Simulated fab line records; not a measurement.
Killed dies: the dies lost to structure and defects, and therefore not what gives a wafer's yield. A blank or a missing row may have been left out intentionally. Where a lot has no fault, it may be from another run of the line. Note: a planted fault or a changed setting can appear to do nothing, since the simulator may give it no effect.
fab line records | flow gf180mcu
[record] lots = 12 | wafers = 36 | last-day = 34
route steps=602 shown STI@5 LVPWELL@61 MVSD@75
lots untouched by any fault: they come from a run of this same line in which no faults occurred
start-h: hours from the record's first day to the start of the lot's first wafer shown | wait-h: time in hours since the lot's previous step | " same as the row above | L1.1+2: several wafers, shown together as one row | - value missing, or start not given | * or withheld: withheld | < > ~ a bound
route shown NAME@n: a module of which the file shows steps, and the number in the route of the first | usual: the fault-free wafers' mean and standard deviation | same: alike in all rows | chamber/n: place in a boat | sites: per-site readings | _std_site: how widely they spread, as a standard deviation | _edge_site: inner sites' mean taken away from outer sites' mean | radius-mm: for every site, how far away it sits from the centre of the wafer | mask NAME#n: copy n | behind: the tool/chamber that last shaped the wafer | hold: cause of the lot's hold/its duration in hours/its outcome | device: names the non-switching transistor (n, p or np) | end of line: the route-end tests of the same wafers | a step given without rows: its recipe and nothing more | killed: at the first sort, the dies lost to defects and structure; wafer yield is something else | map: dies across one wafer; x = killed, . = not, _ = none there
set.NAME: setting as actually run; set.NAME@STEP: the setting as run at that earlier step | model.NAME: the simulator's own value behind a step, which no gauge read
the route's steps for a sample of lots (tables are steps, rows are wafers)
services: the hour from which a tool's chamber was out of use, counted from the record's first day as start-h (under 0 if before that day), plus the number of hours and why
[[steps]]
[step GF_STI_THK_MEAS_04]
[recipe] reads = Si3N4_of_STI_CVD_03
[usual] STI_CVD_03_THK = 206.9/2.1
lot.wafer | tool          | chamber | start-h | wait-h | STI_CVD_03_THK[nm]
L713.3    | film-metro-03 | -       | 19.57   | 0.0    | 208.0
L713.4    | "             | -       | "       | "      | 205.9
L713.5    | "             | -       | "       | "      | 207.8
L714.3    | film-metro-03 | -       | 23.58   | 0.0    | 206.6
L714.5    | "             | -       | "       | "      | 207.0
L714.6    | "             | -       | "       | "      | 206.1
L715.1    | film-metro-03 | -       | 29.55   | 0.0    | 205.3
L715.2    | "             | -       | "       | "      | 205.1
L715.3    | "             | -       | "       | "      | 204.8
L718.2    | film-metro-03 | -       | 43.91   | 0.0    | 208.3
L718.4    | "             | -       | "       | "      | 207.9
L718.5    | "             | -       | "       | "      | 208.4
L723.1    | film-metro-02 | -       | 68.56   | 0.0    | 205.4
L723.2    | "             | -       | "       | "      | 206.7
L723.4    | "             | -       | "       | "      | 206.9
L724.2    | film-metro-03 | -       | 73.81   | 0.0    | 205.9
L724.5    | "             | -       | "       | "      | 204.6
L724.6    | "             | -       | "       | "      | 204.8
L725.1    | film-metro-03 | -       | 78.56   | 0.0    | 207.5
L725.2    | "             | -       | "       | "      | 207.5
L725.4    | "             | -       | "       | "      | 207.0
L728.1    | film-metro-03 | -       | 95.57   | 0.0    | 209.6
L728.3    | "             | -       | "       | "      | 208.4
L728.5    | "             | -       | "       | "      | 209.2
L730.1    | film-metro-04 | -       | 103.56  | 0.0    | 206.7
L730.3    | "             | -       | "       | "      | 206.0
L730.6    | "             | -       | "       | "      | 203.7
L731.2    | film-metro-02 | -       | 108.69  | 0.0    | 208.3
L731.4    | "             | -       | "       | "      | 208.6
L731.6    | "             | -       | "       | "      | 208.9
L732.1    | film-metro-02 | -       | 113.56  | 0.0    | 206.2
L732.2    | "             | -       | "       | "      | 208.2
L732.3    | "             | -       | "       | "      | 206.3
L733.1    | film-metro-03 | -       | 119.66  | 0.0    | 202.2
L733.3    | "             | -       | "       | "      | 204.3
L733.5    | "             | -       | "       | "      | 205.7
[step GF_STI_ETCH_14]
[recipe] target = Si | chemistry = HBr/Cl2/O2 | target-depth-nm = 360 | icp-w = 600 | bias-w = 150 | pressure-mtorr = 15 | HBr_flow_sccm = 150 | Cl2_flow_sccm = 40 | O2_flow_sccm = 6 | time-s = 102.9
[usual] HBr_flow_sccm = 149.9/0.43 | drypump-motor-current-A = 6.0/0.3 | oes-product-au = 1.003/0.007 | throttle-valve-pct = 25.654/0.0099
lot.wafer | tool      | chamber | start-h | wait-h | HBr_flow_sccm | drypump-motor-current-A | oes-product-au | rf-hours-counter-h | throttle-valve-pct
L713.3    | rie-si-01 | 3       | 31.44   | 0.0    | 150.5         | 6.0                     | 0.989          | 149                | 25.649
L713.4    | "         | 0       | "       | "      | 150.1         | 6.0                     | 1.002          | 112                | 25.648
L713.5    | "         | 3       | "       | "      | 150.4         | 6.1                     | 1.001          | -                  | 25.656
L714.3    | rie-si-02 | 1       | 35.94   | 0.0    | 149.3         | 5.7                     | 1.003          | 0                  | 25.661
L714.5    | "         | 1       | "       | "      | 149.2         | 5.8                     | 0.991          | -                  | 25.650
L714.6    | "         | 2       | "       | "      | 150.0         | 5.9                     | 0.995          | -                  | 25.675
L715.1    | rie-si-01 | 1       | 41.49   | 0.0    | 150.7         | 5.4                     | 0.999          | 25                 | 25.660
L715.2    | "         | 3       | "       | "      | 150.1         | 6.1                     | 1.011          | 149                | 25.649
L715.3    | "         | 2       | "       | "      | 150.3         | 6.3                     | 1.003          | 7                  | 25.671
L718.2    | rie-si-01 | 2       | 57.09   | 0.0    | 150.0         | 6.3                     | 1.004          | 8                  | 25.651
L718.4    | "         | 0       | "       | "      | 149.5         | 6.0                     | 1.011          | 112                | 25.649
L718.5    | "         | 1       | "       | "      | 149.9         | 5.4                     | 1.002          | -                  | 25.660
L723.1    | rie-si-02 | 1       | 83.24   | 0.0    | 150.3         | 5.7                     | 0.996          | 0                  | 25.661
L723.2    | "         | 0       | "       | "      | 149.7         | 6.5                     | 1.007          | 17                 | 25.650
L723.4    | "         | 2       | "       | "      | 150.0         | 5.9                     | 1.001          | 0                  | 25.667
L724.2    | rie-si-01 | 1       | 87.54   | 0.0    | 149.4         | 5.4                     | 0.996          | 25                 | 25.663
L724.5    | "         | 1       | "       | "      | 150.0         | 5.5                     | 0.997          | -                  | 25.642
L724.6    | "         | 2       | "       | "      | 150.2         | 6.3                     | 0.994          | -                  | 25.644
L725.1    | rie-si-02 | 0       | 92.99   | 0.0    | 149.4         | 6.5                     | 1.013          | 17                 | 25.634
L725.2    | "         | 3       | "       | "      | 150.2         | 6.1                     | 1.022          | 97                 | 25.643
L725.4    | "         | 1       | "       | "      | 149.3         | 5.7                     | 1.002          | 1                  | 25.657
L728.1    | rie-si-01 | 1       | 110.14  | 0.0    | 149.7         | 5.4                     | 0.990          | 26                 | 25.668
L728.3    | "         | 0       | "       | "      | 150.0         | 6.0                     | 0.991          | 113                | 25.656
L728.5    | "         | 2       | "       | "      | 149.8         | 6.3                     | 0.995          | -                  | 25.657
L730.1    | rie-si-01 | 3       | 117.79  | 0.0    | 150.3         | 6.1                     | 1.005          | 0                  | 25.662
L730.3    | "         | 2       | "       | "      | 150.1         | 6.3                     | 0.999          | 8                  | 25.658
L730.6    | "         | 3       | "       | "      | 149.5         | 6.1                     | 1.005          | -                  | 25.647
L731.2    | rie-si-01 | 1       | 123.29  | 0.0    | 150.0         | 5.5                     | 1.003          | 26                 | 25.643
L731.4    | "         | 0       | "       | "      | 149.1         | 6.1                     | 1.008          | 113                | 25.640
L731.6    | "         | 1       | "       | "      | 150.3         | 5.4                     | 0.988          | -                  | 25.661
L732.1    | rie-si-01 | 0       | 128.39  | 0.0    | 149.8         | 6.0                     | 1.004          | 113                | 25.646
L732.2    | "         | 3       | "       | "      | 150.5         | 6.1                     | 1.002          | 0                  | 25.660
L732.3    | "         | 2       | "       | "      | 149.9         | 6.3                     | 1.007          | 8                  | 25.651
L733.1    | rie-si-01 | 2       | 134.34  | 0.0    | 149.6         | 6.3                     | 1.009          | 9                  | 25.653
L733.3    | "         | 0       | "       | "      | 149.8         | 6.0                     | 1.004          | 113                | 25.645
L733.5    | "         | 3       | "       | "      | 150.4         | 6.1                     | 1.004          | -                  | 25.658
[step GF_LVPWELL_OVL_MEAS_07]
[usual] LVPWELL_OVL = -0.2/1.8
lot.wafer | tool       | chamber | start-h | wait-h | LVPWELL_OVL[nm]
L713.3    | overlay-02 | -       | 75.28   | -      | -0.3
L713.4    | "          | -       | "       | "      | 0.9
L713.5    | "          | -       | "       | "      | -0.3
L714.3    | overlay-02 | -       | 79.86   | -      | -1.5
L714.5    | "          | -       | "       | "      | 0.2
L714.6    | "          | -       | "       | "      | 0.3
L715.1    | overlay-02 | -       | 86.07   | -      | -3.1
L715.2    | "          | -       | "       | "      | -1.1
L715.3    | "          | -       | "       | "      | -3.1
L718.2    | overlay-02 | -       | 102.03  | -      | 0.9
L718.4    | "          | -       | "       | "      | 0.2
L718.5    | "          | -       | "       | "      | 0.4
L723.1    | overlay-02 | -       | 131.62  | -      | 0.3
L723.2    | "          | -       | "       | "      | -0.7
L723.4    | "          | -       | "       | "      | -0.6
L724.2    | overlay-01 | -       | 138.99  | -      | 2.5
L724.5    | "          | -       | "       | "      | 2.7
L724.6    | "          | -       | "       | "      | 1.5
L725.1    | overlay-01 | -       | 142.39  | -      | -2.0
L725.2    | "          | -       | "       | "      | -1.5
L725.4    | "          | -       | "       | "      | -0.8
L728.1    | overlay-02 | -       | 160.34  | -      | -3.6
L728.3    | "          | -       | "       | "      | -5.3
L728.5    | "          | -       | "       | "      | -3.6
L730.1    | overlay-01 | -       | 168.74  | -      | 0.9
L730.3    | "          | -       | "       | "      | 0.2
L730.6    | "          | -       | "       | "      | -0.5
L731.2    | overlay-01 | -       | 173.65  | -      | 1.8
L731.4    | "          | -       | "       | "      | 1.0
L731.6    | "          | -       | "       | "      | 2.0
L732.1    | overlay-01 | -       | 180.22  | -      | 0.8
L732.2    | "          | -       | "       | "      | 0.9
L732.3    | "          | -       | "       | "      | -0.5
L733.1    | overlay-01 | -       | 186.49  | -      | -1.4
L733.3    | "          | -       | "       | "      | -2.7
L733.5    | "          | -       | "       | "      | -1.3
[step GF_MVSD_IMPLANT_09]
[recipe] species = P | energy-kev = 100 | dose-cm2 = 5e+12 | tilt-deg = 0
[usual] dose-ions-cm2 = 5e+12/5.4e+09 | faraday-current-uA = 28.2/0.61
lot.wafer | tool         | chamber | start-h | wait-h | dose-ions-cm2 | faraday-current-uA
L713.3    | implanter-04 | 0       | 89.53   | 0.1    | 5e+12         | 28.4
L713.4    | "            | 0       | "       | "      | 4.997e+12     | 28.6
L713.5    | "            | 0       | "       | "      | 5.005e+12     | 27.6
L714.3    | implanter-04 | 0       | 94.12   | 0.1    | 4.999e+12     | 27.7
L714.5    | "            | 0       | "       | "      | 4.992e+12     | 27.5
L714.6    | "            | 0       | "       | "      | 4.988e+12     | 28.3
L715.1    | implanter-04 | 0       | 100.17  | 0.1    | 5.003e+12     | 28.4
L715.2    | "            | 0       | "       | "      | 5.001e+12     | 28.6
L715.3    | "            | 0       | "       | "      | 4.996e+12     | 28.4
L718.2    | implanter-01 | 0       | 117.65  | 0.1    | 4.992e+12     | 28.4
L718.4    | "            | 0       | "       | "      | 5.003e+12     | 27.7
L718.5    | "            | 0       | "       | "      | 4.997e+12     | 27.0
L723.1    | implanter-01 | 0       | 147.47  | 0.1    | 5.002e+12     | 27.7
L723.2    | "            | 0       | "       | "      | 5e+12         | 28.4
L723.4    | "            | 0       | "       | "      | 5.009e+12     | 27.2
L724.2    | implanter-01 | 0       | 155.15  | 0.1    | 1.874e+12     | 10.5
L724.5    | "            | 0       | "       | "      | 1.859e+12     | 10.8
L724.6    | "            | 0       | "       | "      | 1.857e+12     | 10.7
L725.1    | implanter-01 | 0       | 158.38  | 0.1    | 1.861e+12     | 10.7
L725.2    | "            | 0       | "       | "      | 1.867e+12     | 10.7
L725.4    | "            | 0       | "       | "      | 1.869e+12     | 10.4
L728.1    | implanter-03 | 0       | 175.93  | 0.1    | 5.002e+12     | 28.2
L728.3    | "            | 0       | "       | "      | 5.004e+12     | 28.0
L728.5    | "            | 0       | "       | "      | 5.01e+12      | 28.2
L730.1    | implanter-03 | 0       | 185.86  | 0.1    | 4.989e+12     | 28.7
L730.3    | "            | 0       | "       | "      | 4.997e+12     | 29.0
L730.6    | "            | 0       | "       | "      | 5e+12         | 28.1
L731.2    | implanter-03 | 0       | 190.90  | 0.1    | 5.009e+12     | 27.4
L731.4    | "            | 0       | "       | "      | 4.999e+12     | 28.2
L731.6    | "            | 0       | "       | "      | 5.002e+12     | 28.4
L732.1    | implanter-04 | 0       | 197.94  | 0.1    | 5.005e+12     | 28.7
L732.2    | "            | 0       | "       | "      | 5.004e+12     | 28.2
L732.3    | "            | 0       | "       | "      | 5.011e+12     | 28.6
L733.1    | implanter-03 | 0       | 203.63  | 0.1    | 4.999e+12     | 28.7
L733.3    | "            | 0       | "       | "      | 4.993e+12     | 28.0
L733.5    | "            | 0       | "       | "      | 4.999e+12     | 28.2
[step GF_MVSD_TW_MEAS_11]
[usual] MVSD_TW = 1591/15
lot.wafer | tool          | chamber | start-h | wait-h | MVSD_TW
L713.3    | film-metro-01 | -       | 89.75   | 0.1    | 1604
L713.4    | "             | -       | "       | "      | 1608
L713.5    | "             | -       | "       | "      | 1601
L714.3    | film-metro-04 | -       | 94.34   | 0.1    | 1579
L714.5    | "             | -       | "       | "      | 1587
L714.6    | "             | -       | "       | "      | 1583
L715.1    | film-metro-02 | -       | 100.42  | 0.1    | 1591
L715.2    | "             | -       | "       | "      | 1584
L715.3    | "             | -       | "       | "      | 1587
L718.2    | film-metro-04 | -       | 117.89  | 0.1    | 1581
L718.4    | "             | -       | "       | "      | 1580
L718.5    | "             | -       | "       | "      | 1577
L723.1    | film-metro-01 | -       | 147.72  | 0.1    | 1606
L723.2    | "             | -       | "       | "      | 1600
L723.4    | "             | -       | "       | "      | 1606
L724.2    | film-metro-01 | -       | 155.38  | 0.1    | 1566
L724.5    | "             | -       | "       | "      | 1563
L724.6    | "             | -       | "       | "      | 1556
L725.1    | film-metro-02 | -       | 158.63  | 0.1    | 1548
L725.2    | "             | -       | "       | "      | 1541
L725.4    | "             | -       | "       | "      | 1538
L728.1    | film-metro-02 | -       | 176.18  | 0.1    | 1586
L728.3    | "             | -       | "       | "      | 1580
L728.5    | "             | -       | "       | "      | 1585
L730.1    | film-metro-01 | -       | 186.11  | 0.1    | 1613
L730.3    | "             | -       | "       | "      | 1608
L730.6    | "             | -       | "       | "      | 1614
L731.2    | film-metro-02 | -       | 191.14  | 0.1    | 1573
L731.4    | "             | -       | "       | "      | 1581
L731.6    | "             | -       | "       | "      | 1579
L732.1    | film-metro-04 | -       | 198.19  | 0.1    | 1589
L732.2    | "             | -       | "       | "      | 1577
L732.3    | "             | -       | "       | "      | 1584
L733.1    | film-metro-02 | -       | 203.88  | 0.1    | 1591
L733.3    | "             | -       | "       | "      | 1584
L733.5    | "             | -       | "       | "      | 1584
[step GF_VT_IMPLANT_RS_MEAS_46]
[recipe] thk-meas-gauge = four-point-probe
[usual] MVSD_RS = 456.7/1.1
lot.wafer | tool          | chamber | start-h | wait-h | MVSD_RS[ohm/sq]
L713.3    | film-metro-02 | -       | 165.23  | 0.1    | 455.1
L713.4    | "             | -       | "       | "      | 456.3
L713.5    | "             | -       | "       | "      | 457.8
L714.3    | film-metro-02 | -       | 170.56  | 0.1    | 456.2
L714.5    | "             | -       | "       | "      | 456.8
L714.6    | "             | -       | "       | "      | 455.8
L715.1    | film-metro-01 | -       | 176.97  | 0.1    | 456.7
L715.2    | "             | -       | "       | "      | 456.9
L715.3    | "             | -       | "       | "      | 457.1
L718.2    | film-metro-01 | -       | 198.26  | 0.1    | 456.0
L718.4    | "             | -       | "       | "      | 457.2
L718.5    | "             | -       | "       | "      | 458.6
L723.1    | film-metro-02 | -       | 231.91  | 0.1    | 456.6
L723.2    | "             | -       | "       | "      | 456.8
L723.4    | "             | -       | "       | "      | 456.8
L724.2    | film-metro-02 | -       | 241.00  | 0.1    | 514.1
L724.5    | "             | -       | "       | "      | 514.4
L724.6    | "             | -       | "       | "      | 514.6
L725.1    | film-metro-04 | -       | 244.59  | 0.1    | 517.7
L725.2    | "             | -       | "       | "      | 516.6
L725.4    | "             | -       | "       | "      | 515.9
L728.1    | film-metro-01 | -       | 265.99  | 0.1    | 456.7
L728.3    | "             | -       | "       | "      | 455.6
L728.5    | "             | -       | "       | "      | 455.3
L730.1    | film-metro-01 | -       | 276.38  | 0.1    | 455.8
L730.3    | "             | -       | "       | "      | 455.6
L730.6    | "             | -       | "       | "      | 455.9
L731.2    | film-metro-04 | -       | 283.00  | 0.1    | 459.2
L731.4    | "             | -       | "       | "      | 458.0
L731.6    | "             | -       | "       | "      | 458.8
L732.1    | film-metro-04 | -       | 291.06  | 0.1    | 455.8
L732.2    | "             | -       | "       | "      | 456.2
L732.3    | "             | -       | "       | "      | 456.4
L733.1    | film-metro-01 | -       | 298.01  | 0.1    | 458.4
L733.3    | "             | -       | "       | "      | 459.0
L733.5    | "             | -       | "       | "      | 459.0
[[services]]
tool         | chamber | start-h | hours | kind
rie-si-02    | 2       | 8.81    | 3.0   | repair
implanter-04 | -       | 15.30   | 1.3   | repair
rie-si-02    | 0       | 34.79   | 1.3   | repair
rie-si-01    | -       | 61.69   | 1.9   | repair
implanter-01 | -       | 78.81   | 2.9   | pm
rie-si-01    | -       | 80.52   | 2.8   | pm
rie-si-01    | 3       | 84.47   | -     | clean
rie-si-01    | 3       | 84.47   | 25.7  | scheduled-down
rie-si-01    | 3       | 84.47   | 25.7  | vent-cycle
rie-si-01    | -       | 94.57   | 1.4   | repair
implanter-01 | -       | 95.70   | 5.1   | repair
rie-si-02    | -       | 102.60  | 2.8   | pm
rie-si-01    | -       | 103.94  | 0.4   | repair
rie-si-02    | -       | 105.35  | 14.6  | pm
rie-si-02    | 1       | 120.31  | 3.2   | repair
implanter-01 | -       | 122.55  | 2.0   | repair
implanter-01 | -       | 129.94  | 1.7   | repair
implanter-03 | -       | 147.35  | 3.3   | pm
rie-si-01    | -       | 167.65  | 0.6   | repair
rie-si-01    | 1       | 167.83  | 2.6   | repair
implanter-01 | -       | 185.18  | 41.7  | pm
implanter-04 | -       | 187.01  | 3.4   | repair
rie-si-01    | 1       | 189.22  | 4.0   | repair
rie-si-01    | 1       | 200.47  | 2.8   | repair
[[key]]
[first-sign] step = GF_MVSD_IMPLANT_09 | reading = dose-ions-cm2 | direction = down | sigmas = 99+ | usual = 5e+12 | struck = 1.864e+12
[effect] step = GF_MVSD_IMPLANT_09 | reading = faraday-current-uA | direction = down | sigmas = 29 | usual = 28.2 | struck = 10.6
[effect] step = GF_MVSD_TW_MEAS_11 | reading = MVSD_TW | direction = down | sigmas = 2.7 | usual = 1591 | struck = 1552
[effect] step = GF_VT_IMPLANT_RS_MEAS_46 | reading = MVSD_RS | direction = up | sigmas = 52 | usual = 456.7 | struck = 515.5
met-at GF_MVSD_IMPLANT_09
struck-lots L724,L725
tester-left-out L724,L725
not-acting-at GF_STI_THK_MEAS_04,GF_STI_ETCH_14,GF_LVPWELL_OVL_MEAS_07
onset-between 147.47 155.15
[fault] kind = process-parameter-drift | tool = implanter-01 | chamber = - | onset-h = 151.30 | steps = GF_MVSD_IMPLANT_09 | channel = dose-cm2 | offset = -3.1365e+12 | shape = step | end-h = 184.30 | acts-in = these-recipes-only | stated = 5e+12
// tester-left-out: of these lots the tester's yield and bins aren't shown, on N5 and GAA mostly nor the transistor test; their killed dies are dies lost to structure and defects alone, not to doping, threshold or leakage, so they don't give the yield
